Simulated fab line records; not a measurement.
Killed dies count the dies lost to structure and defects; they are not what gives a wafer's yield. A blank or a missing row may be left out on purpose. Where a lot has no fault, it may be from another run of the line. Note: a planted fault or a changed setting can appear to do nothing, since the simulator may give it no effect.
Chamber matching || flow gf180mcu || pecvd-03 running GF_V3_CVD_02: 3 sister chambers
The step deposits SiO2 from TEOS, target thk 850 nm, time 94.851 s. 6 wafers are shown with their chamber, then 7 later ones without.

EACH WAFER AND ITS CHAMBER
{"wafer": "L081.3", "chamber": 1, "heater-power-w (W)": 781}
{"wafer": "L085.1", "chamber": 0, "heater-power-w (W)": 512}
{"wafer": "L085.3", "chamber": 1, "heater-power-w (W)": 766}
{"wafer": "L085.4", "chamber": 0, "heater-power-w (W)": 546}
{"wafer": "L090.3", "chamber": 2, "heater-power-w (W)": 655}
{"wafer": "L090.4", "chamber": 2, "heater-power-w (W)": 682}

WAFERS MISSING THEIR CHAMBER
{"wafer": "L090.6", "heater-power-w (W)": 645}
{"wafer": "L091.2", "heater-power-w (W)": 524}
{"wafer": "L091.3", "heater-power-w (W)": 561}
{"wafer": "L091.5", "heater-power-w (W)": 628}
{"wafer": "L096.1", "heater-power-w (W)": 663}
{"wafer": "L096.2", "heater-power-w (W)": 498}
{"wafer": "L096.3", "heater-power-w (W)": 792}

EACH ONE'S CHAMBER
{"wafer": "L090.6", "from the rows above": 2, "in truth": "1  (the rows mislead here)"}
{"wafer": "L091.2", "from the rows above": 0, "in truth": 0}
{"wafer": "L091.3", "from the rows above": 0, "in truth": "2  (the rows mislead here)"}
{"wafer": "L091.5", "from the rows above": 2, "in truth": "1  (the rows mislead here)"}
{"wafer": "L096.1", "from the rows above": 2, "in truth": 2}
{"wafer": "L096.2", "from the rows above": 0, "in truth": 0}
{"wafer": "L096.3", "from the rows above": 1, "in truth": 1}
Correct placement for 4 of the 7. Number that these rows cannot place: 0. 3 placed wrongly.
How it was worked out, from the rows above alone: a wafer's distance from a chamber is the root of the sum, over the readings, of the square of ((its reading less the chamber's mean) divided by the reading's scatter). If the next closest chamber is less than 2 further off than the closest, the wafer can't be placed; otherwise it belongs to the closest. For every chamber, the mean is computed from those of its wafers that are shown. How the scatter is found: for the shown wafers, subtract from each reading the mean of its chamber, square and add these, divide the total by (wafers less chambers), then take the root.
